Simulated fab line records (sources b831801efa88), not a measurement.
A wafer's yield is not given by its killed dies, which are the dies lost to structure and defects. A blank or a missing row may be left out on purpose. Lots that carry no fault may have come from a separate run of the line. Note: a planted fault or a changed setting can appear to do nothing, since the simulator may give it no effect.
fab line records ; flow sfq-line ; part 2 of 2: steps 25 to 33 of 33
[record] lots = 5; wafers = 15; last-day = 77
route steps=325 shown M0@38 I0@43 M1@58
lots that met no fault: from a run of the same line without faults
start-h: hours from the record's opening day to when the first of the lot's shown wafers began ; wait-h: hours since the lot's step before ; " identical to the entry in the row above ; L1.1+2: a row that stands for several wafers ; - either no value or no given start ; * or withheld: withheld ; < > ~ a bound
route shown NAME@n: a module of which the file shows steps, and the number in the route of the first ; usual: average and standard deviation across the fault-free wafers ; same: alike in all rows ; chamber/n: place in a boat ; sites: readings site by site ; _std_site: their standard deviation ; _edge_site: inner sites' mean taken away from outer sites' mean ; radius-mm: how far each site lies from the wafer's centre ; mask NAME#n: copy n ; behind: the most recent tool/chamber to have shaped the wafer ; hold: reason for holding the lot/hours on hold/outcome of the hold ; device: the n, p or np transistor that did not switch ; end of line: tests of these same wafers at the route's end ; a step with no rows: only its recipe ; killed: dies lost to structure and defects at the first sort, not the wafer's yield ; map: the dies of a wafer, with x for killed, . for not killed, _ for no die there
set.NAME: setting as actually run; set.NAME@STEP: the setting as run at that earlier step ; model.NAME: the simulator's own value behind a step, which no gauge read
lots at some steps of the route; a table a step, a row a wafer
services: the hour from which a tool's chamber was out of use, counted from the record's first day as start-h (under 0 if before that day), plus the number of hours and why
[[steps]]
[step SFQ_TRILAYER_M1_LITHO_COAT_039]
[recipe] resist = KrF; spin-rpm = 3000; resist-thk-nm = 600
[usual] chill-plate-temp-C = 23.00/0.091
lot.wafer;tool;chamber;start-h;wait-h;chill-plate-temp-C
L075.1;litho-track-01;0;233.06;0.2;23.06
L075.4;litho-track-01;0;233.06;0.2;23.04
L075.5;litho-track-01;0;233.06;0.2;23.20
L076.1;litho-track-03;0;246.26;0.2;22.96
L076.4;litho-track-03;0;246.26;0.2;23.04
L076.5;litho-track-03;0;246.26;0.2;22.95
L080.2;litho-track-04;0;287.69;0.2;23.21
L080.3;litho-track-04;0;287.69;0.2;23.05
L080.6;litho-track-04;0;287.69;0.2;23.04
L089.1;litho-track-01;0;344.55;0.2;22.99
L089.2;litho-track-01;0;344.55;0.2;22.85
L089.5;litho-track-01;0;344.55;0.2;23.01
L091.2;litho-track-01;0;358.99;0.2;23.05
L091.5;litho-track-01;0;358.99;0.2;22.98
L091.6;litho-track-01;0;358.99;0.2;22.93
[step SFQ_TRILAYER_M1_LITHO_SOFTBAKE_043]
[recipe] temp-c = withheld; time-s = withheld; resist = KrF
[usual] chill-plate-temp-C = *
lot.wafer;tool;chamber;start-h;wait-h;chill-plate-temp-C
L075.1;litho-track-01;0;233.36;0.2;*
L075.4;litho-track-01;0;233.36;0.2;*
L075.5;litho-track-01;0;233.36;0.2;*
L076.1;litho-track-03;0;246.56;0.2;*
L076.4;litho-track-03;0;246.56;0.2;*
L076.5;litho-track-03;0;246.56;0.2;*
L080.2;litho-track-04;0;287.97;0.2;*
L080.3;litho-track-04;0;287.97;0.2;*
L080.6;litho-track-04;0;287.97;0.2;*
L089.1;litho-track-01;0;344.85;0.2;*
L089.2;litho-track-01;0;344.85;0.2;*
L089.5;litho-track-01;0;344.85;0.2;*
L091.2;litho-track-01;0;359.27;0.2;*
L091.5;litho-track-01;0;359.27;0.2;*
L091.6;litho-track-01;0;359.27;0.2;*
[step SFQ_TRILAYER_M1_LITHO_EXPOSE_040]
[recipe] mask-id = M1; na = 0.6; source-shape = conventional; sigma-outer = 0.65; target-cd-nm = 500; dose-mj = 14.4
[same] sigma-outer = 0.65
lot.wafer;tool;chamber;start-h;wait-h;mask
L075.1+4+5;krf-scanner-02;0;288.78;-;M1#0
L076.1+4+5;krf-scanner-02;0;301.98;-;M1#0
L080.2+3+6;krf-scanner-02;0;345.28;-;M1#0
L089.1+2+5;krf-scanner-02;0;410.63;-;M1#0
L091.2+5+6;krf-scanner-02;0;427.63;-;M1#0
[step SFQ_TRILAYER_M1_LITHO_PEB_042]
[recipe] peb-temp-c = 115; peb-time-s = 60; resist = KrF
[usual] chill-plate-temp-C = 22.98/0.11; plate-temp-C = 115.02/0.14
lot.wafer;tool;chamber;start-h;wait-h;chill-plate-temp-C;plate-temp-C
L075.1;litho-track-01;0;289.98;1.0;22.90;115.29
L075.4;litho-track-01;0;289.98;1.0;22.94;114.92
L075.5;litho-track-01;0;289.98;1.0;22.99;114.95
L076.1;litho-track-04;0;303.18;1.0;23.04;115.26
L076.4;litho-track-04;0;303.18;1.0;23.00;115.27
L076.5;litho-track-04;0;303.18;1.0;22.93;115.27
L080.2;litho-track-03;0;346.30;0.8;22.92;114.86
L080.3;litho-track-03;0;346.30;0.8;22.90;114.83
L080.6;litho-track-03;0;346.30;0.8;22.71;114.92
L089.1;litho-track-04;0;411.83;1.0;22.93;114.69
L089.2;litho-track-04;0;411.83;1.0;22.98;114.91
L089.5;litho-track-04;0;411.83;1.0;23.04;115.22
L091.2;litho-track-01;0;428.65;0.8;23.05;115.00
L091.5;litho-track-01;0;428.65;0.8;23.15;114.95
L091.6;litho-track-01;0;428.65;0.8;23.04;114.99
[step SFQ_TRILAYER_M1_LITHO_DEVELOP_041]
[recipe] time-s = 60; resist = KrF
[usual] chill-plate-temp-C = 22.99/0.12
lot.wafer;tool;chamber;start-h;wait-h;chill-plate-temp-C
L075.1;litho-track-01;0;290.13;0.1;23.06
L075.4;litho-track-01;0;290.13;0.1;23.03
L075.5;litho-track-01;0;290.13;0.1;22.88
L076.1;litho-track-04;0;303.33;0.1;22.85
L076.4;litho-track-04;0;303.33;0.1;22.91
L076.5;litho-track-04;0;303.33;0.1;23.09
L080.2;litho-track-03;0;346.45;0.1;22.96
L080.3;litho-track-03;0;346.45;0.1;22.96
L080.6;litho-track-03;0;346.45;0.1;23.00
L089.1;litho-track-04;0;411.98;0.1;23.02
L089.2;litho-track-04;0;411.98;0.1;23.20
L089.5;litho-track-04;0;411.98;0.1;23.08
L091.2;litho-track-01;0;428.80;0.1;22.91
L091.5;litho-track-01;0;428.80;0.1;22.98
L091.6;litho-track-01;0;428.80;0.1;23.00
[step SFQ_M1_OVL_MEAS_911]
[usual] M1_OVL = 0/5.6
lot.wafer;tool;chamber;start-h;wait-h;M1_OVL[nm]
L075.1;overlay-02;-;290.28;0.1;0
L075.4;overlay-02;-;290.28;0.1;-9
L075.5;overlay-02;-;290.28;0.1;4
L076.1;overlay-02;-;303.48;0.1;-1
L076.4;overlay-02;-;303.48;0.1;-5
L076.5;overlay-02;-;303.48;0.1;-3
L080.2;overlay-01;-;346.59;0.1;6
L080.3;overlay-01;-;346.59;0.1;7
L080.6;overlay-01;-;346.59;0.1;3
L089.1;overlay-02;-;412.13;0.1;0
L089.2;overlay-02;-;412.13;0.1;-3
L089.5;overlay-02;-;412.13;0.1;-1
L091.2;overlay-01;-;428.94;0.1;-1
L091.5;overlay-01;-;428.94;0.1;3
L091.6;overlay-01;-;428.94;0.1;2
[step SFQ_TRILAYER_M1_BARC_OPEN_METAL_ETCH_054]
[recipe] mask-material = PR; chemistry = O2; target-depth-nm = 125; target = BARC; icp-w = 600; bias-w = 80; pressure-mtorr = 10; time-s = 41.7
[usual] drypump-motor-current-A = 6.17/0.28; oes-product-au = 0.685/0.004
lot.wafer;tool;chamber;start-h;wait-h;drypump-motor-current-A;oes-product-au;rf-hours-counter-h
L075.1;rie-metal-01;0;290.32;0.0;6.23;0.679;43
L075.4;rie-metal-01;0;290.32;0.0;6.22;0.680;-
L075.5;rie-metal-01;1;290.32;0.0;6.35;0.677;-
L076.1;rie-metal-04;0;303.52;0.0;5.83;0.682;38
L076.4;rie-metal-04;0;303.52;0.0;5.85;0.686;-
L076.5;rie-metal-04;1;303.52;0.0;6.08;0.686;-
L080.2;rie-metal-03;1;346.62;0.0;6.58;0.683;9
L080.3;rie-metal-03;0;346.62;0.0;5.90;0.683;-
L080.6;rie-metal-03;1;346.62;0.0;6.59;0.688;-
L089.1;rie-metal-03;1;412.17;0.0;6.61;0.688;20
L089.2;rie-metal-03;0;412.17;0.0;5.89;0.681;62
L089.5;rie-metal-03;0;412.17;0.0;5.90;0.684;-
L091.2;rie-metal-03;0;428.97;0.0;5.90;0.689;65
L091.5;rie-metal-03;1;428.97;0.0;6.58;0.693;-
L091.6;rie-metal-03;0;428.97;0.0;5.89;0.687;-
[step SFQ_TRILAYER_M1_ETCH_METAL_ETCH_042]
[recipe] target = Nb; stop-on = SiO2; mask-material = PR; chemistry = Cl2/Ar; target-depth-nm = 240; icp-w = 600; bias-w = 80; pressure-mtorr = 10; time-s = 120
[usual] drypump-motor-current-A = 6.17/0.28; oes-product-au = 0.889/0.01
lot.wafer;tool;chamber;start-h;wait-h;drypump-motor-current-A;oes-product-au;rf-hours-counter-h
L075.1;rie-metal-01;0;290.38;0.0;6.22;0.878;43
L075.4;rie-metal-01;0;290.38;0.0;6.17;0.890;-
L075.5;rie-metal-01;1;290.38;0.0;6.35;0.889;-
L076.1;rie-metal-04;0;303.58;0.0;5.84;0.899;38
L076.4;rie-metal-04;0;303.58;0.0;5.84;0.900;-
L076.5;rie-metal-04;1;303.58;0.0;6.07;0.918;-
L080.2;rie-metal-03;1;346.68;0.0;6.61;0.889;9
L080.3;rie-metal-03;0;346.68;0.0;5.95;0.896;-
L080.6;rie-metal-03;1;346.68;0.0;6.61;0.889;-
L089.1;rie-metal-03;1;412.23;0.0;6.61;0.882;20
L089.2;rie-metal-03;0;412.23;0.0;5.90;0.885;62
L089.5;rie-metal-03;0;412.23;0.0;5.91;0.880;-
L091.2;rie-metal-03;0;429.03;0.0;5.90;0.882;65
L091.5;rie-metal-03;1;429.03;0.0;6.63;0.887;-
L091.6;rie-metal-03;0;429.03;0.0;5.91;0.891;-
[step SFQ_TRILAYER_M1_STRIP_STRIP_043]
[recipe] gas = O2; power-w = 200; platen-temp-c = 40; overash-fraction = 0.65; chemistry = O2; pressure-mtorr = 50
[usual] drypump-motor-current-A = 6.17/0.28; oes-product-au = 0.994/0.0086
lot.wafer;tool;chamber;start-h;wait-h;drypump-motor-current-A;oes-product-au;rf-hours-counter-h
L075.1;rie-metal-01;0;290.50;0.1;6.20;0.993;43
L075.4;rie-metal-01;0;290.50;0.1;6.18;0.996;-
L075.5;rie-metal-01;1;290.50;0.1;6.35;0.994;-
L076.1;rie-metal-04;0;303.70;0.1;5.84;1.006;38
L076.4;rie-metal-04;0;303.70;0.1;5.86;1.001;-
L076.5;rie-metal-04;1;303.70;0.1;6.09;1.002;-
L080.2;rie-metal-03;1;346.80;0.1;6.58;0.985;10
L080.3;rie-metal-03;0;346.80;0.1;5.91;0.990;-
L080.6;rie-metal-03;1;346.80;0.1;6.59;0.994;-
L089.1;rie-metal-03;1;412.35;0.1;6.62;1.008;20
L089.2;rie-metal-03;0;412.35;0.1;5.94;1.008;62
L089.5;rie-metal-03;0;412.35;0.1;5.90;0.997;-
L091.2;rie-metal-03;0;429.15;0.1;5.90;0.989;65
L091.5;rie-metal-03;1;429.15;0.1;6.60;0.989;-
L091.6;rie-metal-03;0;429.15;0.1;5.91;0.988;-
[[services]]
tool;chamber;start-h;hours;kind
krf-scanner-02;-;170.65;1.0;pm
rie-diel-04;-;172.84;0.5;repair
cmp-01;-;176.22;8.9;pm
krf-scanner-02;-;181.65;0.8;repair
rie-metal-04;-;183.36;0.2;repair
cmp-01;-;184.74;6.8;repair
krf-scanner-02;-;208.85;0.8;pm
pvd-sputter-05;-;213.91;6.9;repair
rie-diel-04;2;216.47;1.9;repair
pvd-sputter-03;-;216.75;15.1;repair
rie-metal-04;-;225.93;14.6;pm
rie-diel-01;-;235.07;2.0;repair
cmp-01;-;235.18;0.5;repair
cmp-01;-;236.54;4.0;pm
krf-scanner-02;-;247.39;16.2;repair
rie-metal-04;-;250.74;4.3;pm
rie-metal-04;-;257.96;6.2;repair
rie-metal-04;-;311.05;6.7;repair
krf-scanner-02;-;329.58;1.3;pm
krf-scanner-02;-;339.28;1.0;pm
rie-metal-03;-;355.80;14.6;pm
rie-metal-01;1;359.49;5.3;repair
rie-metal-02;-;384.48;4.3;pm
rie-metal-02;-;415.13;0.5;repair
